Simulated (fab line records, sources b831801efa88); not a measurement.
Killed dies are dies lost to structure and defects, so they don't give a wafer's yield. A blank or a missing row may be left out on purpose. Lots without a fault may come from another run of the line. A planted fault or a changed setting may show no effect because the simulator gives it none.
fab line records | flow gf180mcu
record lots=5 wafers=15 last_day=33
route steps=602 shown HV_LDD@231 NSD@235 PSD@248 SAB@264
lots that met no fault: from a run of the same line without faults
start_h: hours from the record's first day to the start of the lot's first wafer shown | wait_h: hours since the lot's step before | " the same as in the row above | L1.1+2: a row that stands for several wafers | - no value, or no start given | * or withheld: withheld | < > ~ a bound
route shown NAME@n: a module of which the file shows steps, and the number in the route of the first | usual: mean/standard deviation of fault-free wafers | same: alike in all rows | chamber/n: place in a boat | sites: the reading at each site | _std_site: their standard deviation | _edge_site: outer sites' mean less inner sites' | radius_mm: how far each site lies from the wafer's centre | mask NAME#n: copy n | behind: the tool/chamber that last shaped the wafer | hold: why the lot was held/for how many hours/how that ended | device: the transistor (n, p or np) that didn't switch | end of line: the same wafers' tests at the end of the route | a step without rows: its recipe alone | killed: dies lost to structure and defects at the first sort, not the wafer's yield | map: a wafer's dies, x killed, . not, _ none there
set.NAME: the setting as run; set.NAME@STEP: as run at that earlier step | model.NAME: the simulator's own value behind a step, which no gauge read
lots at some steps of the route; a table a step, a row a wafer
services: from which hour (start_h, from the record's first day; less than 0 if before it) a tool's chamber was out of use, for how many hours, and why
## steps
# step GF_HV_LDD_THK_MEAS_55
# recipe reads=SiO2_of_HV_LDD_CVD_54
# usual HV_LDD_CVD_54_THK=9.96/0.14
# columns lot.wafer tool chamber start_h wait_h HV_LDD_CVD_54_THK[nm]
L082.3 film_metro-03 - 338.01 0.0 10.08
L082.4 " - " " 10.02
L082.5 " - " " 10.09
L085.2 film_metro-04 - 365.15 0.0 10.04
L085.3 " - " " 10.02
L085.6 " - " " 10.03
L089.1 film_metro-02 - 393.24 0.0 9.85
L089.2 " - " " 9.89
L089.3 " - " " 9.61
L090.1 film_metro-03 - 405.41 0.0 10.22
L090.2 " - " " 10.13
L090.4 " - " " 10.24
L093.2 film_metro-02 - 428.76 0.0 9.97
L093.5 " - " " 10.04
L093.6 " - " " 9.95
# step GF_HV_LDD_CVD_56
# recipe material=Si3N4 precursor=DCS/NH3 target_thk_nm=90 temp_c=770 time_s=1543 pressure_mtorr=250
# usual spike_tc_bottom_C=791.1/2 zone_power_lower_pct=12.3/1.2
# columns lot.wafer tool chamber start_h wait_h spike_tc_bottom_C zone_power_lower_pct
L082.3 lpcvd-01 1 338.05 0.0 793.0 12.0
L082.4 " 1 " " 794.4 11.7
L082.5 " 1 " " 793.2 11.9
L085.2 lpcvd-01 1 365.20 0.0 794.2 11.8
L085.3 " 1 " " 794.1 11.7
L085.6 " 1 " " 793.3 11.8
L089.1 lpcvd-02 1 393.30 0.1 792.6 12.2
L089.2 " 1 " " 790.6 12.3
L089.3 " 1 " " 791.1 12.4
L090.1 lpcvd-02 1 405.47 0.1 790.5 12.2
L090.2 " 1 " " 790.5 12.2
L090.4 " 1 " " 790.7 12.3
L093.2 lpcvd-02 1 428.81 0.0 791.7 12.3
L093.5 " 1 " " 791.8 12.1
L093.6 " 1 " " 790.7 12.3
# step GF_HV_LDD_THK_MEAS_57
# recipe reads=Si3N4_of_HV_LDD_CVD_56
# usual HV_LDD_CVD_56_THK=89.8/1
# columns lot.wafer tool chamber start_h wait_h HV_LDD_CVD_56_THK[nm]
L082.3 film_metro-03 - 339.50 0.0 89.8
L082.4 " - " " 90.9
L082.5 " - " " 90.7
L085.2 film_metro-03 - 366.64 0.0 90.1
L085.3 " - " " 90.6
L085.6 " - " " 90.1
L089.1 film_metro-03 - 394.73 0.0 88.6
L089.2 " - " " 89.2
L089.3 " - " " 88.8
L090.1 film_metro-04 - 406.90 0.0 90.8
L090.2 " - " " 90.8
L090.4 " - " " 90.6
L093.2 film_metro-04 - 430.25 0.0 89.9
L093.5 " - " " 89.5
L093.6 " - " " 90.3
# step GF_HV_LDD_ETCHBACK_58
# recipe chemistry=CH3F/O2 target=Si3N4 stop_on=SiO2 source_w=400 bias_w=80 pressure_mtorr=25 ch3f_flow_sccm=40 O2_flow_sccm=30 time_s=100 target_depth_a=900
# usual drypump_motor_current_A=5.81/0.28 oes_product_au=0.842/0.0068 throttle_valve_pct=10.560/0.0086
# columns lot.wafer tool chamber start_h wait_h drypump_motor_current_A oes_product_au rf_hours_counter_h throttle_valve_pct
L082.3 rie_diel-02 1 339.54 0.0 6.10 0.837 30 10.556
L082.4 " 3 " " 5.86 0.853 - 10.565
L082.5 " 0 " " 5.96 0.838 - 10.549
L085.2 rie_diel-02 0 366.69 0.0 5.97 0.842 108 10.562
L085.3 " 2 " " 6.12 0.848 0 10.552
L085.6 " 3 " " 5.89 0.831 - 10.562
L089.1 rie_diel-01 1 394.79 0.1 5.84 0.837 107 10.559
L089.2 " 0 " " 5.83 0.839 6 10.538
L089.3 " 3 " " 6.19 0.845 94 10.556
L090.1 rie_diel-04 2 406.96 0.1 5.36 0.847 37 10.561
L090.2 " 3 " " 5.41 0.847 92 10.545
L090.4 " 3 " " 5.40 0.840 - 10.559
L093.2 rie_diel-04 1 430.30 0.0 5.76 0.842 8 10.557
L093.5 " 2 " " 5.35 0.836 - 10.568
L093.6 " 3 " " 5.43 0.839 - 10.570
# step GF_NSD_DEHYDRATE_00
# recipe temp_c=200 time_s=60
# usual chill_plate_temp_C=22.99/0.12
# columns lot.wafer tool chamber start_h wait_h chill_plate_temp_C
L082.3 litho_track-04 0 349.08 9.5 22.82
L082.4 " 0 " " 22.79
L082.5 " 0 " " 22.77
L085.2 litho_track-01 0 377.95 11.2 22.94
L085.3 " 0 " " 23.17
L085.6 " 0 " " 23.01
L089.1 litho_track-02 0 406.12 11.3 22.98
L089.2 " 0 " " 23.14
L089.3 " 0 " " 22.80
L090.1 litho_track-04 0 417.78 10.8 23.10
L090.2 " 0 " " 23.14
L090.4 " 0 " " 23.06
L093.2 litho_track-01 0 441.50 11.2 23.01
L093.5 " 0 " " 22.87
L093.6 " 0 " " 22.94
# step GF_NSD_HMDS_01
# recipe prime_time_s=60 prime_temp_c=120
# usual chill_plate_temp_C=22.99/0.1
# columns lot.wafer tool chamber start_h wait_h chill_plate_temp_C
L082.3 litho_track-04 0 349.23 0.1 22.87
L082.4 " 0 " " 23.05
L082.5 " 0 " " 22.93
L085.2 litho_track-01 0 378.10 0.1 23.01
L085.3 " 0 " " 23.04
L085.6 " 0 " " 22.92
L089.1 litho_track-02 0 406.27 0.1 23.18
L089.2 " 0 " " 22.87
L089.3 " 0 " " 23.13
L090.1 litho_track-04 0 417.93 0.1 23.18
L090.2 " 0 " " 23.10
L090.4 " 0 " " 22.81
L093.2 litho_track-01 0 441.65 0.1 23.17
L093.5 " 0 " " 22.96
L093.6 " 0 " " 23.29
# step GF_NSD_COAT_02
# recipe resist=NOVOLAK spin_rpm=3000 resist_thk_nm=1000
# usual chill_plate_temp_C=23.02/0.1
# columns lot.wafer tool chamber start_h wait_h chill_plate_temp_C
L082.3 litho_track-04 0 349.38 0.1 22.94
L082.4 " 0 " " 22.99
L082.5 " 0 " " 22.97
L085.2 litho_track-01 0 378.25 0.1 23.08
L085.3 " 0 " " 22.90
L085.6 " 0 " " 22.88
L089.1 litho_track-02 0 406.42 0.1 23.14
L089.2 " 0 " " 23.22
L089.3 " 0 " " 23.13
L090.1 litho_track-04 0 418.08 0.1 23.08
L090.2 " 0 " " 23.05
L090.4 " 0 " " 23.09
L093.2 litho_track-01 0 441.80 0.1 23.06
L093.5 " 0 " " 23.16
L093.6 " 0 " " 23.08
# step GF_NSD_SOFTBAKE_03
# recipe temp_c=90 time_s=60 resist=NOVOLAK
# usual chill_plate_temp_C=22.99/0.1
# columns lot.wafer tool chamber start_h wait_h chill_plate_temp_C
L082.3 litho_track-04 0 349.53 0.1 22.96
L082.4 " 0 " " 22.88
L082.5 " 0 " " 22.94
L085.2 litho_track-01 0 378.40 0.1 22.94
L085.3 " 0 " " 22.93
L085.6 " 0 " " 22.98
L089.1 litho_track-02 0 406.57 0.1 22.98
L089.2 " 0 " " 22.94
L089.3 " 0 " " 23.13
L090.1 litho_track-04 0 418.23 0.1 22.88
L090.2 " 0 " " 22.86
L090.4 " 0 " " 22.97
L093.2 litho_track-01 0 441.95 0.1 22.87
L093.5 " 0 " " 22.94
L093.6 " 0 " " 23.04
# step GF_NSD_EXPOSE_04
# recipe mask_id=Nplus target_cd_nm=400 na=0.6 source_shape=conventional sigma_outer=0.6 dose_mj=140
# columns lot.wafer tool chamber start_h wait_h mask
L082.3+4+5 iline_stepper-02 0 - - Nplus#0
L085.2+3+6 iline_stepper-01 0 - - Nplus#0
L089.1+2+3 iline_stepper-01 0 - - Nplus#0
L090.1+2+4 iline_stepper-01 0 - - Nplus#0
L093.2+5+6 iline_stepper-02 0 - - Nplus#0
# step GF_NSD_PEB_05
# recipe temp_c=withheld time_s=* resist=NOVOLAK
# usual chill_plate_temp_C=*
# columns lot.wafer tool chamber start_h wait_h chill_plate_temp_C
L082.3 litho_track-04 0 - - *
L082.4 " 0 " " *
L082.5 " 0 " " *
L085.2 litho_track-02 0 - - *
L085.3 " 0 " " *
L085.6 " 0 " " *
L089.1 litho_track-04 0 - - *
L089.2 " 0 " " *
L089.3 " 0 " " *
L090.1 litho_track-04 0 - - *
L090.2 " 0 " " *
L090.4 " 0 " " *
L093.2 litho_track-04 0 - - *
L093.5 " 0 " " *
L093.6 " 0 " " *
# step GF_NSD_DEVELOP_06
# recipe develop_time_s=60 dev_temp_c=23
# usual chill_plate_temp_C=23.03/0.12
# columns lot.wafer tool chamber start_h wait_h chill_plate_temp_C
L082.3 litho_track-04 0 360.68 0.1 22.94
L082.4 " 0 " " 23.10
L082.5 " 0 " " 22.96
L085.2 litho_track-02 0 389.09 0.1 23.10
L085.3 " 0 " " 22.98
L085.6 " 0 " " 23.15
L089.1 litho_track-04 0 417.63 0.1 23.09
L089.2 " 0 " " 23.07
L089.3 " 0 " " 22.90
L090.1 litho_track-04 0 430.18 0.1 22.93
L090.2 " 0 " " 23.03
L090.4 " 0 " " 23.10
L093.2 litho_track-04 0 454.25 0.1 23.18
L093.5 " 0 " " 23.02
L093.6 " 0 " " 23.10
# step GF_NSD_CD_MEAS_07
# recipe target_cd_nm=400
# usual cd_nm=399.2/2.3
# columns lot.wafer tool chamber start_h wait_h cd_nm
L082.3 cd_sem-02 - 360.82 0.1 399.5
L082.4 " - " " 398.5
L082.5 " - " " 400.5
L085.2 cd_sem-01 - 389.24 0.1 398.9
L085.3 " - " " 398.3
L085.6 " - " " 397.4
L089.1 cd_sem-02 - 417.78 0.1 397.6
L089.2 " - " " 399.0
L089.3 " - " " 399.7
L090.1 cd_sem-02 - 430.33 0.1 396.5
L090.2 " - " " 397.7
L090.4 " - " " 398.3
L093.2 cd_sem-02 - 454.40 0.1 401.6
L093.5 " - " " 404.8
L093.6 " - " " 401.9
# step GF_NSD_OVL_MEAS_08
# usual NSD_OVL=0.3/1.6
# columns lot.wafer tool chamber start_h wait_h NSD_OVL[nm]
L082.3 overlay-01 - 360.91 0.1 -1.7
L082.4 " - " " 0.9
L082.5 " - " " 1.9
L085.2 overlay-02 - 389.34 0.1 -0.8
L085.3 " - " " -1.7
L085.6 " - " " -0.4
L089.1 overlay-01 - 417.90 0.1 0.6
L089.2 " - " " -0.7
L089.3 " - " " 0.9
L090.1 overlay-01 - 430.45 0.1 -1.0
L090.2 " - " " -1.8
L090.4 " - " " -1.4
L093.2 overlay-01 - 454.50 0.1 0.6
L093.5 " - " " -0.8
L093.6 " - " " 0.2
# step GF_NSD_IMPLANT_09
# recipe species=As energy_kev=60 dose_cm2=4e+15 tilt_deg=7
# usual beam_energy_keV=59.996/0.019 faraday_current_uA=12205/320
# columns lot.wafer tool chamber start_h wait_h beam_energy_keV faraday_current_uA
L082.3 implanter-03 0 360.98 0.1 60.013 12366
L082.4 " 0 " " 60.001 12251
L082.5 " 0 " " 60.036 12698
L085.2 implanter-04 0 389.40 0.0 59.979 12361
L085.3 " 0 " " 59.954 12183
L085.6 " 0 " " 59.999 11926
L089.1 implanter-03 0 417.93 0.0 59.992 12528
L089.2 " 0 " " 60.041 12022
L089.3 " 0 " " 59.995 12705
L090.1 implanter-04 0 430.48 0.0 60.013 12059
L090.2 " 0 " " 60.005 12704
L090.4 " 0 " " 59.997 12027
L093.2 implanter-04 0 454.56 0.0 60.019 12372
L093.5 " 0 " " 60.001 11685
L093.6 " 0 " " 60.004 12303
# step GF_NSD_IMPLANT_10
# recipe species=P energy_kev=40 dose_cm2=5e+14 tilt_deg=7
# usual beam_energy_keV=40.001/0.013 faraday_current_uA=2792/63
# columns lot.wafer tool chamber start_h wait_h beam_energy_keV faraday_current_uA
L082.3 implanter-03 0 361.13 0.1 39.987 2838
L082.4 " 0 " " 40.006 2835
L082.5 " 0 " " 40.004 2890
L085.2 implanter-04 0 389.55 0.1 40.008 2659
L085.3 " 0 " " 40.021 2710
L085.6 " 0 " " 40.016 2764
L089.1 implanter-03 0 418.08 0.1 40.012 2746
L089.2 " 0 " " 40.012 2854
L089.3 " 0 " " 40.010 2849
L090.1 implanter-04 0 430.63 0.1 40.005 2833
L090.2 " 0 " " 40.004 2892
L090.4 " 0 " " 40.009 2721
L093.2 implanter-04 0 454.71 0.1 40.005 2768
L093.5 " 0 " " 39.982 2823
L093.6 " 0 " " 39.997 2840
# step GF_NSD_STRIP_11
# recipe chemistry=O2/N2 power_w=1400 pressure_mtorr=1500 platen_temp_c=250 o2_flow_sccm=3000 n2_flow_sccm=300 overash_fraction=0.5
# usual drypump_motor_current_A=5.8/0.52 heater_power_w=346/33 oes_product_au=0.486/0.0039 strip_time_to_endpoint_s=22.96/0.036
# columns lot.wafer tool chamber start_h wait_h drypump_motor_current_A heater_power_w oes_product_au rf_hours_counter_h strip_time_to_endpoint_s
L082.3 plasma_asher-01 1 361.27 0.1 5.2 362 0.480 - 22.92
L082.4 " 0 " " 5.5 310 0.486 - 22.95
L082.5 " 1 " " 5.2 380 0.486 - 22.98
L085.2 plasma_asher-03 1 389.67 0.1 6.7 376 0.485 60 22.98
L085.3 " 0 " " 6.3 356 0.489 - 22.97
L085.6 " 0 " " 6.3 348 0.494 - 22.95
L089.1 plasma_asher-01 1 418.23 0.1 5.3 375 0.480 28 22.94
L089.2 " 0 " " 5.6 322 0.487 28 22.98
L089.3 " 1 " " 5.2 378 0.476 - 22.92
L090.1 plasma_asher-04 1 430.78 0.1 5.3 290 0.488 85 22.97
L090.2 " 0 " " 6.0 373 0.481 85 22.96
L090.4 " 1 " " 5.3 296 0.485 - 23.00
L093.2 plasma_asher-04 0 454.83 0.1 6.0 361 0.491 87 22.98
L093.5 " 1 " " 5.3 298 0.488 - 22.99
L093.6 " 0 " " 6.0 376 0.486 - 23.00
# step GF_NSD_TW_MEAS_12
# usual NSD_TW=4198/49
# columns lot.wafer tool chamber start_h wait_h NSD_TW
L082.3 film_metro-01 - 361.35 0.1 4183
L082.4 " - " " 4204
L082.5 " - " " 4185
L085.2 film_metro-04 - 389.78 0.1 4169
L085.3 " - " " 4179
L085.6 " - " " 4129
L089.1 film_metro-03 - 418.33 0.1 4288
L089.2 " - " " 4303
L089.3 " - " " 4279
L090.1 film_metro-01 - 430.88 0.1 4181
L090.2 " - " " 4164
L090.4 " - " " 4170
L093.2 film_metro-01 - 454.94 0.1 4184
L093.5 " - " " 4163
L093.6 " - " " 4163
# step GF_PSD_DEHYDRATE_00
# recipe temp_c=200 time_s=60
# usual chill_plate_temp_C=23.01/0.1
# columns lot.wafer tool chamber start_h wait_h chill_plate_temp_C
L082.3 litho_track-03 0 371.67 10.3 23.02
L082.4 " 0 " " 23.03
L082.5 " 0 " " 22.99
L085.2 litho_track-01 0 400.85 11.1 22.92
L085.3 " 0 " " 22.95
L085.6 " 0 " " 22.87
L089.1 litho_track-01 0 429.98 11.6 22.81
L089.2 " 0 " " 22.90
L089.3 " 0 " " 23.04
L090.1 litho_track-02 0 442.47 11.6 23.02
L090.2 " 0 " " 23.05
L090.4 " 0 " " 22.92
L093.2 litho_track-01 0 465.90 11.0 23.09
L093.5 " 0 " " 22.98
L093.6 " 0 " " 22.98
# step GF_PSD_HMDS_01
# recipe prime_time_s=60 prime_temp_c=120
# usual chill_plate_temp_C=22.99/0.11
# columns lot.wafer tool chamber start_h wait_h chill_plate_temp_C
L082.3 litho_track-03 0 371.82 0.1 23.12
L082.4 " 0 " " 23.07
L082.5 " 0 " " 23.22
L085.2 litho_track-01 0 401.00 0.1 22.87
L085.3 " 0 " " 22.98
L085.6 " 0 " " 23.13
L089.1 litho_track-01 0 430.13 0.1 23.08
L089.2 " 0 " " 22.93
L089.3 " 0 " " 22.99
L090.1 litho_track-02 0 442.62 0.1 23.07
L090.2 " 0 " " 23.05
L090.4 " 0 " " 23.05
L093.2 litho_track-01 0 466.05 0.1 22.94
L093.5 " 0 " " 23.05
L093.6 " 0 " " 23.07
# step GF_PSD_COAT_02
# recipe resist=NOVOLAK spin_rpm=3000 resist_thk_nm=1000
# usual chill_plate_temp_C=23.03/0.12
# columns lot.wafer tool chamber start_h wait_h chill_plate_temp_C
L082.3 litho_track-03 0 371.97 0.1 22.90
L082.4 " 0 " " 22.92
L082.5 " 0 " " 22.98
L085.2 litho_track-01 0 401.15 0.1 23.08
L085.3 " 0 " " 23.11
L085.6 " 0 " " 23.04
L089.1 litho_track-01 0 430.28 0.1 22.96
L089.2 " 0 " " 22.80
L089.3 " 0 " " 22.99
L090.1 litho_track-02 0 442.77 0.1 22.95
L090.2 " 0 " " 23.10
L090.4 " 0 " " 22.95
L093.2 litho_track-01 0 466.20 0.1 23.13
L093.5 " 0 " " 23.12
L093.6 " 0 " " 23.20
# step GF_PSD_SOFTBAKE_03
# recipe temp_c=90 time_s=60 resist=NOVOLAK
# usual chill_plate_temp_C=23.00/0.11
# columns lot.wafer tool chamber start_h wait_h chill_plate_temp_C
L082.3 litho_track-03 0 372.12 0.1 22.84
L082.4 " 0 " " 22.84
L082.5 " 0 " " 22.92
L085.2 litho_track-01 0 401.30 0.1 23.08
L085.3 " 0 " " 23.01
L085.6 " 0 " " 22.99
L089.1 litho_track-01 0 430.43 0.1 23.01
L089.2 " 0 " " 22.85
L089.3 " 0 " " 23.06
L090.1 litho_track-02 0 442.92 0.1 22.99
L090.2 " 0 " " 22.87
L090.4 " 0 " " 23.14
L093.2 litho_track-01 0 466.35 0.1 22.91
L093.5 " 0 " " 22.82
L093.6 " 0 " " 22.95
# step GF_PSD_EXPOSE_04
# recipe mask_id=Pplus target_cd_nm=400 na=0.6 source_shape=conventional sigma_outer=0.6 dose_mj=140
# columns lot.wafer tool chamber start_h wait_h mask
L082.3+4+5 iline_stepper-02 0 - - Pplus#0
L085.2+3+6 iline_stepper-02 0 - - Pplus#0
L089.1+2+3 iline_stepper-02 0 - - Pplus#0
L090.1+2+4 iline_stepper-02 0 - - Pplus#0
L093.2+5+6 iline_stepper-01 0 - - Pplus#0
# step GF_PSD_PEB_05
# recipe temp_c=withheld time_s=* resist=NOVOLAK
# usual chill_plate_temp_C=*
# columns lot.wafer tool chamber start_h wait_h chill_plate_temp_C
L082.3 litho_track-03 0 - - *
L082.4 " 0 " " *
L082.5 " 0 " " *
L085.2 litho_track-02 0 - - *
L085.3 " 0 " " *
L085.6 " 0 " " *
L089.1 litho_track-02 0 - - *
L089.2 " 0 " " *
L089.3 " 0 " " *
L090.1 litho_track-02 0 - - *
L090.2 " 0 " " *
L090.4 " 0 " " *
L093.2 litho_track-01 0 - - *
L093.5 " 0 " " *
L093.6 " 0 " " *
# step GF_PSD_DEVELOP_06
# recipe develop_time_s=60 dev_temp_c=23
# usual chill_plate_temp_C=22.99/0.1
# columns lot.wafer tool chamber start_h wait_h chill_plate_temp_C
L082.3 litho_track-03 0 383.32 0.1 23.06
L082.4 " 0 " " 23.01
L082.5 " 0 " " 22.97
L085.2 litho_track-02 0 412.54 0.1 23.08
L085.3 " 0 " " 23.03
L085.6 " 0 " " 22.89
L089.1 litho_track-02 0 441.67 0.1 22.94
L089.2 " 0 " " 22.94
L089.3 " 0 " " 23.04
L090.1 litho_track-02 0 455.02 0.1 22.92
L090.2 " 0 " " 23.12
L090.4 " 0 " " 22.99
L093.2 litho_track-01 0 478.75 0.1 22.86
L093.5 " 0 " " 23.02
L093.6 " 0 " " 23.13
# step GF_PSD_CD_MEAS_07
# recipe target_cd_nm=400
# usual cd_nm=400.0/2.1
# columns lot.wafer tool chamber start_h wait_h cd_nm
L082.3 cd_sem-01 - 383.46 0.1 400.0
L082.4 " - " " 402.3
L082.5 " - " " 401.2
L085.2 cd_sem-02 - 412.69 0.1 401.0
L085.3 " - " " 398.9
L085.6 " - " " 399.5
L089.1 cd_sem-02 - 441.82 0.1 395.5
L089.2 " - " " 394.2
L089.3 " - " " 394.0
L090.1 cd_sem-02 - 455.17 0.1 401.1
L090.2 " - " " 402.2
L090.4 " - " " 401.5
L093.2 cd_sem-02 - 478.90 0.1 399.1
L093.5 " - " " 399.3
L093.6 " - " " 400.0
# step GF_PSD_OVL_MEAS_08
# usual PSD_OVL=0.7/1.2
# columns lot.wafer tool chamber start_h wait_h PSD_OVL[nm]
L082.3 overlay-01 - 383.55 0.1 0.6
L082.4 " - " " -0.2
L082.5 " - " " 2.1
L085.2 overlay-02 - 412.79 0.1 1.5
L085.3 " - " " 1.1
L085.6 " - " " 0.3
L089.1 overlay-01 - 441.94 0.1 1.2
L089.2 " - " " 1.1
L089.3 " - " " 1.5
L090.1 overlay-01 - 455.29 0.1 -0.5
L090.2 " - " " 0.1
L090.4 " - " " -0.3
L093.2 overlay-01 - 479.00 0.1 3.7
L093.5 " - " " -2.1
L093.6 " - " " 1.6
# step GF_PSD_IMPLANT_09
# recipe species=BF2 energy_kev=40 dose_cm2=1.5e+15 tilt_deg=7
# usual beam_energy_keV=40.000/0.014 faraday_current_uA=8251/170
# columns lot.wafer tool chamber start_h wait_h beam_energy_keV faraday_current_uA
L082.3 implanter-02 0 383.62 0.1 39.996 7990
L082.4 " 0 " " 40.008 8286
L082.5 " 0 " " 40.000 8370
L085.2 implanter-03 0 412.85 0.0 39.996 8459
L085.3 " 0 " " 39.989 8379
L085.6 " 0 " " 40.014 8305
L089.1 implanter-02 0 441.97 0.0 39.990 8262
L089.2 " 0 " " 39.976 8313
L089.3 " 0 " " 39.966 8271
L090.1 implanter-03 0 455.32 0.0 40.002 8516
L090.2 " 0 " " 39.983 8315
L090.4 " 0 " " 39.989 8029
L093.2 implanter-03 0 479.06 0.0 40.005 8564
L093.5 " 0 " " 39.989 8533
L093.6 " 0 " " 40.007 8276
# step GF_PSD_STRIP_10
# recipe chemistry=O2/N2 power_w=1400 pressure_mtorr=1500 platen_temp_c=250 o2_flow_sccm=3000 n2_flow_sccm=300 overash_fraction=0.5
# usual drypump_motor_current_A=5.6/0.41 heater_power_w=357/32 oes_product_au=0.592/0.0043 strip_time_to_endpoint_s=16.53/0.032
# columns lot.wafer tool chamber start_h wait_h drypump_motor_current_A heater_power_w oes_product_au rf_hours_counter_h strip_time_to_endpoint_s
L082.3 plasma_asher-02 0 383.76 0.1 5.6 336 0.587 - 16.52
L082.4 " 1 " " 5.5 405 0.596 - 16.48
L082.5 " 1 " " 5.5 411 0.586 - 16.53
L085.2 plasma_asher-02 0 412.97 0.1 5.6 329 0.594 72 16.49
L085.3 " 1 " " 5.6 413 0.587 - 16.51
L085.6 " 1 " " 5.6 409 0.589 - 16.50
L089.1 plasma_asher-01 1 442.12 0.1 5.2 383 0.589 31 16.56
L089.2 " 0 " " 5.5 322 0.595 31 16.56
L089.3 " 1 " " 5.2 372 0.599 - 16.53
L090.1 plasma_asher-01 1 455.47 0.1 5.2 383 0.605 33 16.48
L090.2 " 0 " " 5.5 314 0.590 33 16.48
L090.4 " 1 " " 5.2 381 0.598 - 16.48
L093.2 plasma_asher-03 1 479.18 0.1 6.7 375 0.597 69 16.52
L093.5 " 1 " " 6.7 373 0.598 - 16.54
L093.6 " 0 " " 6.3 355 0.588 - 16.54
# step GF_PSD_TW_MEAS_11
# usual PSD_TW=3150/38
# columns lot.wafer tool chamber start_h wait_h PSD_TW
L082.3 film_metro-01 - 383.84 0.1 3131
L082.4 " - " " 3132
L082.5 " - " " 3130
L085.2 film_metro-03 - 413.08 0.1 3202
L085.3 " - " " 3203
L085.6 " - " " 3209
L089.1 film_metro-03 - 442.22 0.1 3205
L089.2 " - " " 3208
L089.3 " - " " 3194
L090.1 film_metro-03 - 455.57 0.1 3209
L090.2 " - " " 3197
L090.4 " - " " 3195
L093.2 film_metro-04 - 479.29 0.1 3116
L093.5 " - " " 3139
L093.6 " - " " 3120
# step GF_PSD_CLEAN_12
# recipe chemistry=SC1/SC2 mix=1:4:20 temp_c=70 time_s=150 dry=n2_spin
# columns lot.wafer tool chamber start_h wait_h
L082.3+4+5 wet_bench-04 1 383.88 0.0
L085.2+3+6 wet_bench-01 3 413.13 0.0
L089.1+2+3 wet_bench-03 2 442.28 0.1
L090.1+2+4 wet_bench-01 3 455.63 0.1
L093.2+5+6 wet_bench-01 3 479.34 0.0
# step GF_PSD_RTA_13
# recipe temp_c=1025 time_s=20 ambient=N2
# usual anneal_temp_c_max=1030.4/2.2 lamp_power_pct=34/3.8 wafer_temp_C_max=1031.5/1.7
# columns lot.wafer tool chamber start_h wait_h anneal_temp_c_max lamp_power_pct wafer_temp_C_max
L082.3 rtp_anneal-01 0 383.96 0.0 1033.4 31 1031.2
L082.4 " 0 " " 1032.6 31 1030.0
L082.5 " 0 " " 1031.9 31 1030.6
L085.2 rtp_anneal-02 0 413.20 0.0 1028.6 38 1031.5
L085.3 " 0 " " 1027.7 38 1031.6
L085.6 " 0 " " 1029.3 38 1034.3
L089.1 rtp_anneal-01 0 442.33 0.0 1030.8 31 1029.0
L089.2 " 0 " " 1030.9 31 1029.0
L089.3 " 0 " " 1033.1 31 1031.0
L090.1 rtp_anneal-01 0 455.68 0.0 1033.5 31 1031.4
L090.2 " 0 " " 1031.7 31 1028.9
L090.4 " 0 " " 1031.9 31 1029.2
L093.2 rtp_anneal-01 0 479.41 0.0 1033.1 31 1028.6
L093.5 " 0 " " 1031.3 31 1030.2
L093.6 " 0 " " 1033.2 31 1029.8
# step GF_PSD_RS_MEAS_14
# recipe thk_meas_gauge=four-point-probe
# usual NSD_RS=46.17/0.081
# columns lot.wafer tool chamber start_h wait_h NSD_RS[ohm/sq]
L082.3 film_metro-03 - 384.06 0.1 46.01
L082.4 " - " " 46.14
L082.5 " - " " 46.12
L085.2 film_metro-01 - 413.29 0.1 46.03
L085.3 " - " " 46.07
L085.6 " - " " 46.19
L089.1 film_metro-01 - 442.42 0.1 46.18
L089.2 " - " " 46.18
L089.3 " - " " 46.09
L090.1 film_metro-01 - 455.77 0.1 46.09
L090.2 " - " " 46.14
L090.4 " - " " 46.14
L093.2 film_metro-03 - 479.50 0.1 46.17
L093.5 " - " " 46.24
L093.6 " - " " 46.12
# step GF_PSD_RS_MEAS_15
# recipe thk_meas_gauge=four-point-probe
# usual PSD_RS=108.62/0.27
# columns lot.wafer tool chamber start_h wait_h PSD_RS[ohm/sq]
L082.3 film_metro-03 - 384.18 0.1 108.88
L082.4 " - " " 109.04
L082.5 " - " " 109.00
L085.2 film_metro-01 - 413.41 0.1 108.50
L085.3 " - " " 108.35
L085.6 " - " " 108.36
L089.1 film_metro-01 - 442.54 0.1 108.25
L089.2 " - " " 108.27
L089.3 " - " " 108.71
L090.1 film_metro-01 - 455.89 0.1 108.86
L090.2 " - " " 108.56
L090.4 " - " " 108.36
L093.2 film_metro-03 - 479.62 0.1 108.31
L093.5 " - " " 108.55
L093.6 " - " " 108.40
# step GF_SAB_CVD_00
# recipe material=SiO2 target_thk_nm=50 precursor=TEOS temp_c=400 time_s=4.9302 rf_w=600
# usual heater_power_w=686/79
# columns lot.wafer tool chamber start_h wait_h heater_power_w
L082.3 pecvd-04 0 384.26 0.1 824
L082.4 " 0 " " 829
L082.5 " 2 " " 621
L085.2 pecvd-02 0 413.51 0.1 678
L085.3 " 1 " " 764
L085.6 " 2 " " 675
L089.1 pecvd-02 2 442.66 0.1 635
L089.2 " 1 " " 730
L089.3 " 0 " " 616
L090.1 pecvd-03 2 456.01 0.1 691
L090.2 " 0 " " 661
L090.4 " 1 " " 649
L093.2 pecvd-03 0 479.72 0.1 676
L093.5 " 1 " " 825
L093.6 " 0 " " 658
# step GF_SAB_THK_MEAS_01
# recipe reads=SiO2_of_SAB_CVD_00
# usual SAB_CVD_00_THK=50.1/0.72
# columns lot.wafer tool chamber start_h wait_h SAB_CVD_00_THK[nm]
L082.3 film_metro-03 - 384.30 0.0 50.4
L082.4 " - " " 51.4
L082.5 " - " " 50.7
L085.2 film_metro-02 - 413.54 0.0 48.7
L085.3 " - " " 49.8
L085.6 " - " " 51.1
L089.1 film_metro-02 - 442.68 0.0 50.6
L089.2 " - " " 50.1
L089.3 " - " " 48.2
L090.1 film_metro-02 - 456.02 0.0 49.5
L090.2 " - " " 50.4
L090.4 " - " " 51.2
L093.2 film_metro-01 - 479.75 0.0 49.5
L093.5 " - " " 49.4
L093.6 " - " " 50.0
## services
# columns tool chamber start_h hours kind
iline_stepper-01 - 323.97 1.7 pm
plasma_asher-04 - 327.30 4.3 pm
implanter-04 - 327.84 6.1 pm
implanter-02 - 328.47 4.9 pm
implanter-02 - 338.09 1.9 repair
rie_diel-02 1 343.63 4.1 repair
implanter-02 - 350.14 5.2 repair
pecvd-02 - 356.14 2.6 repair
iline_stepper-02 - 359.63 2.1 pm
implanter-03 - 362.09 10.9 repair
implanter-02 - 362.94 2.6 repair
rie_diel-04 2 363.70 23.0 repair
plasma_asher-01 - 378.44 1.5 repair
iline_stepper-02 - 381.52 1.7 pm
implanter-03 - 388.83 0.7 repair
implanter-03 - 394.76 4.2 pm
rie_diel-04 1 400.08 24.6 repair
pecvd-03 - 405.94 3.3 repair
implanter-03 - 440.60 5.8 repair
implanter-03 - 443.66 2.1 repair
implanter-03 - 459.51 6.8 repair
iline_stepper-01 - 460.07 4.4 pm
implanter-04 - 474.35 1.9 repair
lpcvd-02 - 476.44 2.8 pm
## key
fault none
